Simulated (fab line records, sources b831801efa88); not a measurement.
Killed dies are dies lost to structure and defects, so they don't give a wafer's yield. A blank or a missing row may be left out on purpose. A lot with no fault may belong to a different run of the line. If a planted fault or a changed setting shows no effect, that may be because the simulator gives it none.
fab line records | flow sky130
[record] lots = 5 | wafers = 15 | lastDay = 49
route steps=708 shown VIA3@593 METAL4@598 CAP2M@603 PAD_OPEN@708
lots with no fault: from the same line, run without faults
startH: hours from the record's opening day to when the first of the lot's shown wafers began | waitH: hours since the lot's step before | " unchanged from the row above | L1.1+2: several wafers, shown together as one row | - either no value or no given start | * or withheld: withheld | < > ~ a bound
route shown NAME@n: NAME is a module with steps in the file, n the number in the route of the first one | usual: average and standard deviation across the fault-free wafers | same: alike in all rows | chamber/n: place in a boat | sites: the reading at each site | _std_site: the values' standard deviation | _edge_site: inner sites' mean taken away from outer sites' mean | radiusMm: for every site, how far away it sits from the centre of the wafer | mask NAME#n: copy n | behind: the most recent tool/chamber to have shaped the wafer | hold: the reason the lot was held/the length of the hold in hours/how it ended | device: which transistor (n, p or np) failed to switch | end of line: tests of these same wafers at the route's end | a step without rows: its recipe alone | killed: dies that structure and defects cost at the first sort, which is not the same as the wafer's yield | map: a wafer's dies, marking killed ones x, the rest . and places with no die _
set.NAME: the setting as run; set.NAME@STEP: as run at that earlier step | model.NAME: the simulator's own value behind a step, which no gauge read
lots at some steps of the route; a table a step, a row a wafer
services: from which hour (startH, from the record's first day; less than 0 if before it) a tool's chamber was out of use, for how many hours, and why
[[steps]]
[step SKY_VIA3_SPUTTER_20]
[recipe] material = TiN | targetThkNm = 20 | chamberPressurePa = 5 | powerW = 4000 | timeS = 80
[step SKY_VIA3_CVD_21]
[recipe] material = W | targetThkNm = 390 | timeS = 117.31 | tempC = 400 | pressureTorr = 40
[step SKY_VIA3_CMP_24]
[recipe] stopOn = SiO2 | tOverpolishS = 20 | downForcePsi = 3.5 | platenRpm = 60 | targetThkNm = 0 | padVelocityMS = 0.94248
[step SKY_METAL4_SPUTTER_00]
[recipe] material = Ti | targetThkNm = 15 | powerW = 3000 | timeS = 10 | chamberPressurePa = 0.4
[step SKY_METAL4_SPUTTER_01]
[recipe] material = TiN | targetThkNm = 20 | powerW = 6500 | timeS = 16.7 | chamberPressurePa = 0.4
[step SKY_METAL4_SPUTTER_02]
[recipe] material = AlCu | targetThkNm = 735 | powerW = 10600 | timeS = 39.1 | chamberPressurePa = 0.4
[step SKY_METAL4_SPUTTER_03]
[recipe] material = Ti | targetThkNm = 5 | powerW = 3000 | timeS = 3.3 | chamberPressurePa = 0.4
[step SKY_METAL4_SPUTTER_04]
[recipe] material = TiN | targetThkNm = 70 | powerW = 6500 | timeS = 58.3 | chamberPressurePa = 0.4096
[step SKY_CAP2M_CVD_00]
[recipe] material = SiO2 | targetThkNm = 15.5 | tempC = 400 | timeS = withheld | rfW = 450
[step SKY_CAP2M_SPUTTER_02]
[recipe] material = TiN | targetThkNm = 200 | tempC = 300 | powerW = 6500 | timeS = 166.7 | chamberPressurePa = 0.4
[usual] substrateTempC = 299.99/0.19 | throttleValvePct = 30.5/0.86
lot.wafer | tool          | chamber | startH  | waitH | substrateTempC | throttleValvePct | model.TiN_of_CAP2M_SPUTTER_02.thkNm
L453.1    | pvdSputter-01 | -       | 983.16  | 0.1   | 300.63         | 30.1             | 200.9
L453.5    | "             | -       | "       | "     | 300.09         | 30.6             | 201.1
L453.6    | "             | -       | "       | "     | 300.17         | 30.2             | 199.7
L459.2    | pvdSputter-04 | -       | 1022.60 | 0.0   | 300.00         | 30.4             | 198.5
L459.4    | "             | -       | "       | "     | 300.01         | 31.0             | 195.9
L459.5    | "             | -       | "       | "     | 299.76         | 31.3             | 198.3
L461.2    | pvdSputter-01 | -       | 1029.39 | 0.0   | 300.31         | 30.7             | 210.2
L461.3    | "             | -       | "       | "     | 300.21         | 30.4             | 211
L461.4    | "             | -       | "       | "     | 299.86         | 29.3             | 211.9
L460.1    | pvdSputter-01 | -       | 1031.39 | 0.1   | 300.00         | 31.8             | 211.6
L460.2    | "             | -       | "       | "     | 299.85         | 30.2             | 212.7
L460.4    | "             | -       | "       | "     | 299.89         | 30.7             | 212.5
L462.2    | pvdSputter-01 | -       | 1040.51 | 0.0   | 299.59         | 30.6             | 213.2
L462.3    | "             | -       | "       | "     | 299.76         | 31.6             | 212.2
L462.4    | "             | -       | "       | "     | 299.68         | 28.9             | 211.5
[step SKY_CAP2M_RS_MEAS_03]
[recipe] thkMeasGauge = four-point-probe | reads = TiN_of_CAP2M_SPUTTER_02
[usual] CAP2M_TIN_RS = 6.90/0.064
lot.wafer | tool         | chamber | startH  | waitH | CAP2M_TIN_RS[ohm/sq]
L453.1    | filmMetro-04 | -       | 983.27  | 0.1   | 6.88
L453.5    | "            | -       | "       | "     | 6.88
L453.6    | "            | -       | "       | "     | 6.91
L459.2    | filmMetro-04 | -       | 1022.73 | 0.1   | 6.96
L459.4    | "            | -       | "       | "     | 7.06
L459.5    | "            | -       | "       | "     | 6.97
L461.2    | filmMetro-02 | -       | 1029.52 | 0.1   | 6.57
L461.3    | "            | -       | "       | "     | 6.55
L461.4    | "            | -       | "       | "     | 6.53
L460.1    | filmMetro-04 | -       | 1031.50 | 0.1   | 6.54
L460.2    | "            | -       | "       | "     | 6.50
L460.4    | "            | -       | "       | "     | 6.50
L462.2    | filmMetro-04 | -       | 1040.64 | 0.1   | 6.48
L462.3    | "            | -       | "       | "     | 6.50
L462.4    | "            | -       | "       | "     | 6.52
[step SKY_CAP2M_THK_MEAS_04]
[recipe] thkMeasGauge = xrf | reads = TiN_of_CAP2M_SPUTTER_02
[usual] CAP2M_TIN_THK = 203.7/2.1
lot.wafer | tool         | chamber | startH  | waitH | CAP2M_TIN_THK[nm]
L453.1    | filmMetro-04 | -       | 983.39  | 0.1   | 203.2
L453.5    | "            | -       | "       | "     | 203.6
L453.6    | "            | -       | "       | "     | 202.3
L459.2    | filmMetro-04 | -       | 1022.84 | 0.1   | 202.1
L459.4    | "            | -       | "       | "     | 199.5
L459.5    | "            | -       | "       | "     | 201.6
L461.2    | filmMetro-02 | -       | 1029.63 | 0.1   | 214.8
L461.3    | "            | -       | "       | "     | 216.1
L461.4    | "            | -       | "       | "     | 215.9
L460.1    | filmMetro-04 | -       | 1031.62 | 0.1   | 214.3
L460.2    | "            | -       | "       | "     | 216.2
L460.4    | "            | -       | "       | "     | 216.6
L462.2    | filmMetro-04 | -       | 1040.75 | 0.1   | 215.0
L462.3    | "            | -       | "       | "     | 214.0
L462.4    | "            | -       | "       | "     | 214.8
[step SKY_CAP2M_DEHYDRATE_05]
[recipe] tempC = 200 | timeS = 60
[step SKY_CAP2M_HMDS_06]
[recipe] primeTimeS = 60 | primeTempC = 120
[step SKY_CAP2M_COAT_07]
[recipe] resist = NOVOLAK | spinRpm = 3000 | resistThkNm = 1140
[step SKY_CAP2M_SOFTBAKE_08]
[recipe] tempC = 90 | timeS = 60 | resist = NOVOLAK
[step SKY_CAP2M_EXPOSE_09]
[recipe] maskId = CAP2M | na = 0.6 | sourceShape = conventional | sigmaOuter = 0.6 | polarization = unpolarized | targetCdNm = 1000 | doseMj = 159
[step SKY_CAP2M_PEB_10]
[recipe] tempC = withheld | timeS = * | resist = NOVOLAK
[step SKY_CAP2M_DEVELOP_11]
[recipe] resist = NOVOLAK | developer = TMAH | developTimeS = 60 | devTempC = 23
[step SKY_CAP2M_METAL_ETCH_13]
[recipe] targetDepthNm = 220 | stopOn = SiO2 | chemistry = Cl2/BCl3 | target = TiN | pressureMtorr = 10 | icpW = 900 | biasW = 48.5 | Cl2_flow_sccm = 60 | bcl3FlowSccm = 30 | timeS = 62.9
[usual] drypumpMotorCurrentA = 5.7/0.36 | heBacksideLeakSccm = 3.34/0.24 | oesProductAu = 0.942/0.0066 | throttleValvePct = 21.900/0.0097
lot.wafer | tool        | chamber | startH  | waitH | drypumpMotorCurrentA | heBacksideLeakSccm | oesProductAu | rfHoursCounterH | throttleValvePct
L453.1    | rieMetal-03 | 1       | 1006.56 | 0.0   | 5.9                  | 3.38               | 0.941        | 18              | 21.903
L453.5    | "           | 0       | "       | "     | 5.3                  | 3.37               | 0.943        | -               | 21.915
L453.6    | "           | 1       | "       | "     | 5.9                  | 3.16               | 0.945        | -               | 21.896
L459.2    | rieMetal-03 | 1       | 1044.99 | 0.0   | 5.9                  | 3.24               | 0.931        | 20              | 21.910
L459.4    | "           | 1       | "       | "     | 5.9                  | 3.31               | 0.934        | -               | 21.902
L459.5    | "           | 0       | "       | "     | 5.2                  | 3.97               | 0.932        | -               | 21.913
L461.2    | rieMetal-03 | 0       | 1051.39 | 0.0   | 5.3                  | 3.80               | 0.965        | 19              | 21.898
L461.3    | "           | 0       | "       | "     | 5.3                  | 3.58               | 0.974        | -               | 21.885
L461.4    | "           | 1       | "       | "     | 5.9                  | 3.18               | 0.974        | -               | 21.882
L460.1    | rieMetal-01 | 0       | 1052.84 | 0.0   | 5.5                  | 3.08               | 0.968        | 7               | 21.875
L460.2    | "           | 1       | "       | "     | 6.1                  | 3.29               | 0.976        | 12              | 21.894
L460.4    | "           | 1       | "       | "     | 6.0                  | 3.48               | 0.980        | -               | 21.891
L462.2    | rieMetal-01 | 1       | 1062.21 | 0.0   | 6.0                  | 3.50               | 0.985        | 12              | 21.875
L462.3    | "           | 0       | "       | "     | 5.5                  | 3.18               | 0.977        | -               | 21.874
L462.4    | "           | 1       | "       | "     | 6.0                  | 3.40               | 0.978        | -               | 21.888
[step SKY_CAP2M_STRIP_14]
[recipe] chemistry = O2/N2 | powerW = 1400 | pressureMtorr = 1500 | platenTempC = withheld | o2FlowSccm = 2858 | n2FlowSccm = 300 | overashFraction = 0.5
[step SKY_CAP2M_STRIP_15]
[recipe] chemistry = postEtchResidueRemover | timeS = 1200 | tempC = 72.5
[step SKY_CAP2M_CLEAN_16]
[recipe] chemistry = IPA | timeS = 180 | tempC = 25
[step SKY_CAP2M_CLEAN_17]
[recipe] chemistry = O3/DIW | dry = n2Spin
[step SKY_METAL4_DEHYDRATE_05]
[recipe] tempC = 200 | timeS = 60
[step SKY_METAL4_HMDS_06]
[recipe] primeTimeS = 60 | primeTempC = 120
[step SKY_METAL4_COAT_07]
[recipe] resist = BARC | tempC = withheld | timeS = withheld | spinRpm = 3000 | resistThkNm = 60
[step SKY_METAL4_COAT_08]
[recipe] resist = KrF-thick | spinRpm = 3000 | resistThkNm = 1140
[step SKY_METAL4_SOFTBAKE_09]
[recipe] tempC = 100 | timeS = 90 | resist = KrF-thick
[step SKY_METAL4_EXPOSE_10]
[recipe] maskId = MM4 | na = 0.68 | sourceShape = annular | sigmaInner = 0.4 | sigmaOuter = 0.8 | targetCdNm = 300 | doseMj = 28
[step SKY_METAL4_PEB_11]
[recipe] pebTempC = withheld | pebTimeS = withheld | resist = KrF-thick
[step SKY_METAL4_DEVELOP_12]
[recipe] developTimeS = 60 | resist = KrF-thick | devTempC = 21
[step SKY_METAL4_DESCUM_15]
[recipe] chemistry = O2 | sourcePowerW = 150 | biasPowerW = 0 | pressureMtorr = 10 | tempC = 40 | timeS = 8
[step SKY_METAL4_ETCH_16]
[recipe] chemistry = N2/H2 | target = BARC | ionEnergyEv = 200 | biasW = 100 | pressureMtorr = 30 | n2FlowSccm = 100 | h2FlowSccm = 200 | icpW = 500 | stopOn = SiO2 | timeS = 88.2 | targetDepthA = 600
[step SKY_METAL4_ETCH_17]
[recipe] target = SiO2 | stopOn = TiN | chemistry = C4F8/O2/Ar | sourceW = 1500 | biasW = 1200 | pressureMtorr = 40 | c4f8FlowSccm = withheld | O2_flow_sccm = 6 | Ar_flow_sccm = 300 | timeS = 3.9 | targetDepthA = 150
[step SKY_METAL4_METAL_ETCH_18]
[recipe] targetDepthA = 8450 | stopOn = SiO2 | overEtchFrac = 0.3 | timeS = 183.1 | chemistry = Cl2/BCl3 | resistSidewallDeg = 88 | pressureMtorr = 10 | icpW = 900 | biasW = 48.5 | Cl2_flow_sccm = 60 | bcl3FlowSccm = 30
[step SKY_METAL4_STRIP_20]
[recipe] chemistry = postEtchResidueRemover | timeS = 1200 | tempC = 72.5
[usual] tempC = 72.50/0.12
lot.wafer | tool        | chamber | startH  | waitH | tempC | model.TiN_of_CAP2M_SPUTTER_02.thkNm
L453.1    | wetBench-02 | 1       | 1030.63 | 0.1   | 72.56 | 200.1
L453.5    | "           | 1       | "       | "     | 72.47 | 200.2
L453.6    | "           | 1       | "       | "     | 72.47 | 198.9
L459.2    | wetBench-01 | 3       | 1067.76 | 0.1   | 72.67 | 197.7
L459.4    | "           | 3       | "       | "     | 72.54 | 195.1
L459.5    | "           | 3       | "       | "     | 72.64 | 197.5
L461.2    | wetBench-02 | 3       | 1073.37 | 0.1   | 72.53 | 209.3
L461.3    | "           | 3       | "       | "     | 72.51 | 210.1
L461.4    | "           | 3       | "       | "     | 72.49 | 211
L460.1    | wetBench-04 | 3       | 1075.06 | 0.1   | 72.90 | 210.7
L460.2    | "           | 3       | "       | "     | 72.61 | 211.9
L460.4    | "           | 3       | "       | "     | 72.82 | 211.7
L462.2    | wetBench-04 | 3       | 1084.19 | 0.1   | 72.47 | 212.4
L462.3    | "           | 3       | "       | "     | 72.37 | 211.3
L462.4    | "           | 3       | "       | "     | 72.32 | 210.6
[step SKY_PAD_OPEN_PROBE_99]
[usual] defectLimitedYield = 82.6/1.9 | killed_at_M0_to_M3 = 43/6.5 | killed_at_M4_up = 3.2/1.8 | killedAtContacts = 24/5 | killedAtFrontEnd = 15/4.1 | killedAtOther = 0.3/0.54 | killedDies = 85/9.3 | killedOpen = 47/7.2 | killedShort = 39/5.9 | sort_bin_3_pad_short = 0.9/0.4 | sort_bin_5_function = 10.3/1.5 | sort_bin_6_memory = 6.2/1.2 | sortNPass = 407/9.3 | sortYieldPct = 82.6/1.9
[same] grossDies = 492 | killedAtBackSide = 0 | sort_bin_4_leakage[%] = 0 | sort_bin_8_speed[%] = 0
lot.wafer | tool      | chamber | startH  | waitH | defectLimitedYield[%] | killed_at_M0_to_M3 | killed_at_M4_up | killedAtContacts | killedAtFrontEnd | killedAtOther | killedDies | killedOpen | killedShort | sort_bin_3_pad_short[%] | sort_bin_5_function[%] | sort_bin_6_memory[%] | sortNPass | sortYieldPct[%] | model.etest.capMim2.plateOhmSq
L453.1    | prober-01 | -       | 1119.92 | 0.1   | 80.7                  | 49                 | 3               | 31               | 10               | 2             | 95         | 45         | 49          | 0.8                     | 11.2                   | 7.3                  | 397       | 80.7            | 5.925
L453.5    | prober-01 | -       | 1120.12 | 0.2   | 82.7                  | 47                 | 2               | 22               | 14               | 0             | 85         | 42         | 43          | 0.6                     | 11.0                   | 5.7                  | 407       | 82.7            | 5.985
L453.6    | prober-01 | -       | 1120.17 | 0.2   | 81.7                  | 39                 | 2               | 31               | 17               | 1             | 90         | 52         | 37          | 0.2                     | 10.2                   | 7.9                  | 402       | 81.7            | 5.995
L459.2    | prober-01 | -       | 1152.51 | 0.1   | 82.5                  | 49                 | 2               | 18               | 17               | 0             | 86         | 46         | 40          | 1.0                     | 11.4                   | 5.1                  | 406       | 82.5            | 6.043
L459.4    | prober-01 | -       | 1152.61 | 0.2   | 81.1                  | 43                 | 4               | 29               | 16               | 1             | 93         | 41         | 51          | 1.0                     | 11.6                   | 6.3                  | 399       | 81.1            | 6.13
L459.5    | prober-01 | -       | 1152.66 | 0.2   | 78.7                  | 54                 | 2               | 25               | 24               | 0             | 105        | 49         | 56          | 0.6                     | 13.6                   | 7.1                  | 387       | 78.7            | 6.078
L461.2    | prober-02 | -       | 1157.66 | 0.1   | 87.2                  | 31                 | 2               | 22               | 8                | 0             | 63         | 33         | 30          | 0.6                     | 7.1                    | 5.1                  | 429       | 87.2            | 5.687
L461.3    | prober-02 | -       | 1157.71 | 0.2   | 81.3                  | 39                 | 2               | 32               | 19               | 0             | 92         | 56         | 36          | 1.0                     | 12.0                   | 5.7                  | 400       | 81.3            | 5.655
L461.4    | prober-02 | -       | 1157.76 | 0.2   | 84.6                  | 39                 | 4               | 18               | 15               | 0             | 76         | 38         | 38          | 0.4                     | 9.3                    | 5.7                  | 416       | 84.6            | 5.703
L460.1    | prober-01 | -       | 1159.11 | 0.1   | 81.1                  | 53                 | 2               | 23               | 15               | 0             | 93         | 52         | 41          | 1.0                     | 12.2                   | 5.7                  | 399       | 81.1            | 5.675
L460.2    | prober-01 | -       | 1159.16 | 0.1   | 80.7                  | 48                 | 4               | 29               | 14               | 0             | 95         | 55         | 40          | 1.0                     | 11.2                   | 7.1                  | 397       | 80.7            | 5.624
L460.4    | prober-01 | -       | 1159.26 | 0.2   | 80.9                  | 34                 | 5               | 38               | 17               | 0             | 94         | 60         | 34          | 1.0                     | 12.4                   | 5.7                  | 398       | 80.9            | 5.647
L462.2    | prober-02 | -       | 1165.76 | 0.1   | 82.9                  | 39                 | 4               | 26               | 15               | 0             | 84         | 48         | 36          | 1.0                     | 10.0                   | 6.1                  | 408       | 82.9            | 5.703
L462.3    | prober-02 | -       | 1165.81 | 0.2   | 81.5                  | 47                 | 5               | 25               | 14               | 0             | 91         | 56         | 35          | 1.0                     | 10.8                   | 6.7                  | 401       | 81.5            | 5.705
L462.4    | prober-02 | -       | 1165.86 | 0.2   | 84.3                  | 37                 | 1               | 22               | 16               | 1             | 77         | 43         | 34          | 0.8                     | 7.9                    | 6.9                  | 415       | 84.3            | 5.708
// killed by level:class
L453.1 CONTACT:geometricParticle:open=12 VIA1:geometricParticle:open=11 VIA1:geometricParticle:short=9 CONTACT:geometricParticle:short=6 METAL2:geometricParticle:short=6 LI_CONTACT:geometricParticle:open=5 POLY_GATE:geometricParticle:open=4 VIA3:geometricParticle:open=4
L453.5 METAL1:geometricParticle:short=10 VIA1:geometricParticle:open=9 CONTACT:geometricParticle:open=7 VIA1:geometricParticle:short=7 VIA3:geometricParticle:open=7 LI_CONTACT:geometricParticle:open=6 LI_CONTACT:geometricParticle:short=4 METAL2:geometricParticle:short=4
L453.6 LI_CONTACT:geometricParticle:open=9 CONTACT:geometricParticle:open=9 VIA3:geometricParticle:open=8 CONTACT:geometricParticle:short=7 METAL2:geometricParticle:short=7 VIA2:geometricParticle:open=7 FIELD_ISO:geometricParticle:open=5 POLY_GATE:geometricParticle:short=5
L459.2 METAL1:geometricParticle:short=10 VIA2:geometricParticle:open=8 CONTACT:geometricParticle:open=8 VIA1:geometricParticle:open=7 VIA3:geometricParticle:open=6 FIELD_ISO:geometricParticle:open=5 POLY_GATE:geometricParticle:short=5 POLY_GATE:geometricParticle:open=4
L459.4 CONTACT:geometricParticle:short=9 LOCAL_INTERCONNECT:geometricParticle:short=8 LI_CONTACT:geometricParticle:open=6 CONTACT:geometricParticle:open=6 VIA1:geometricParticle:open=6 VIA2:geometricParticle:open=6 METAL3:geometricParticle:short=6 POLY_GATE:geometricParticle:open=5
L459.5 VIA2:geometricParticle:open=10 CONTACT:geometricParticle:open=8 VIA1:geometricParticle:open=8 METAL1:geometricParticle:short=7 METAL2:geometricParticle:short=6 CONTACT:geometricParticle:short=6 VIA1:geometricParticle:short=6 FIELD_ISO:geometricParticle:open=5
L461.2 VIA1:geometricParticle:open=9 CONTACT:geometricParticle:open=8 LI_CONTACT:geometricParticle:open=6 LI_CONTACT:geometricParticle:short=4 VIA1:geometricParticle:short=4 METAL1:geometricParticle:short=4 VIA2:geometricParticle:open=4 METAL2:geometricParticle:short=3
L461.3 CONTACT:geometricParticle:open=11 LI_CONTACT:geometricParticle:open=9 VIA1:geometricParticle:open=9 FIELD_ISO:geometricParticle:open=8 VIA3:geometricParticle:open=7 LI_CONTACT:geometricParticle:short=6 VIA3:geometricParticle:short=5 METAL2:geometricParticle:short=5
L461.4 VIA3:geometricParticle:open=6 CONTACT:geometricParticle:open=6 VIA2:geometricParticle:open=6 VIA1:geometricParticle:open=5 METAL1:geometricParticle:short=5 FIELD_ISO:geometricParticle:open=4 POLY_GATE:geometricParticle:short=4 VIA1:geometricParticle:short=4
L460.1 VIA1:geometricParticle:open=21 CONTACT:geometricParticle:open=8 LI_CONTACT:geometricParticle:open=8 FIELD_ISO:geometricParticle:short=6 VIA1:geometricParticle:short=6 VIA2:geometricParticle:short=6 VIA2:geometricParticle:open=5 FIELD_ISO:geometricParticle:open=4
L460.2 VIA2:geometricParticle:open=15 LI_CONTACT:geometricParticle:open=10 CONTACT:geometricParticle:open=9 VIA1:geometricParticle:open=7 METAL2:geometricParticle:short=7 FIELD_ISO:geometricParticle:short=5 VIA3:geometricParticle:open=5 LOCAL_INTERCONNECT:geometricParticle:short=4
L460.4 CONTACT:geometricParticle:open=18 VIA1:geometricParticle:open=9 LI_CONTACT:geometricParticle:open=8 VIA2:geometricParticle:open=8 FIELD_ISO:geometricParticle:open=6 LOCAL_INTERCONNECT:geometricParticle:short=6 POLY_GATE:geometricParticle:open=5 METAL4:geometricParticle:short=4
L462.2 LI_CONTACT:geometricParticle:open=8 VIA1:geometricParticle:open=8 CONTACT:geometricParticle:open=8 METAL1:geometricParticle:short=8 VIA2:geometricParticle:open=8 CONTACT:geometricParticle:short=6 POLY_GATE:geometricParticle:open=5 FIELD_ISO:geometricParticle:short=3
L462.3 VIA1:geometricParticle:open=16 CONTACT:geometricParticle:open=10 LI_CONTACT:geometricParticle:open=9 VIA1:geometricParticle:short=7 VIA3:geometricParticle:open=6 POLY_GATE:geometricParticle:open=4 METAL1:geometricParticle:short=4 METAL2:geometricParticle:short=4
L462.4 CONTACT:geometricParticle:open=9 METAL1:geometricParticle:short=9 VIA1:geometricParticle:open=9 VIA2:geometricParticle:open=7 POLY_GATE:geometricParticle:short=4 LI_CONTACT:geometricParticle:open=4 CONTACT:geometricParticle:short=4 FIELD_ISO:geometricParticle:open=3
[[services]]
tool          | chamber | startH  | hours | kind
wetBench-04   | -       | 994.86  | 1.0   | repair
pvdSputter-04 | -       | 1001.93 | 8.5   | repair
pvdSputter-04 | 2       | 1026.30 | -     | consumableReplace:kit
pvdSputter-04 | 2       | 1026.30 | 18.0  | scheduledDown
pvdSputter-04 | 2       | 1026.30 | 18.0  | ventCycle
pvdSputter-04 | -       | 1049.64 | 4.0   | repair
pvdSputter-01 | 3       | 1050.83 | -     | consumableReplace:kit
pvdSputter-01 | 3       | 1050.83 | 18.0  | scheduledDown
pvdSputter-01 | 3       | 1050.83 | 18.0  | ventCycle
rieMetal-01   | 1       | 1059.29 | 1.3   | repair
[[key]]
[firstSign] step = SKY_CAP2M_RS_MEAS_03 | reading = CAP2M_TIN_RS | direction = down | sigmas = 6 | usual = 6.90 | struck = 6.52
[effect] step = SKY_CAP2M_THK_MEAS_04 | reading = CAP2M_TIN_THK | direction = up | sigmas = 5.6 | usual = 203.7 | struck = 215.3
[effect] step = SKY_CAP2M_METAL_ETCH_13 | reading = oesProductAu | direction = up | sigmas = 5.1 | usual = 0.942 | struck = 0.975
[modelEffect] step = SKY_CAP2M_SPUTTER_02 | value = TiN_of_CAP2M_SPUTTER_02.thkNm | without = 200 | struck = 211.8
[modelEffect] step = SKY_METAL4_STRIP_20 | value = TiN_of_CAP2M_SPUTTER_02.thkNm | without = 199.1 | struck = 211
[modelEffect] step = SKY_PAD_OPEN_PROBE_99 | value = etest.capMim2.plateOhmSq | without = 6.016 | struck = 5.678
metAt SKY_CAP2M_SPUTTER_02
struckWafers L460.1,L460.2,L460.4,L461.2,L461.3,L461.4,L462.2,L462.3,L462.4
onsetBetween 983.16 1029.39
alsoFits time
[fault] kind = processParameterDrift | tool = pvdSputter-01 | chamber = - | onsetH = 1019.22 | steps = SKY_CAP2M_SPUTTER_02 | channel = targetThkNm | offset = 11.878 | shape = step | endH = 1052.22 | actsIn = theseRecipesOnly | stated = 200
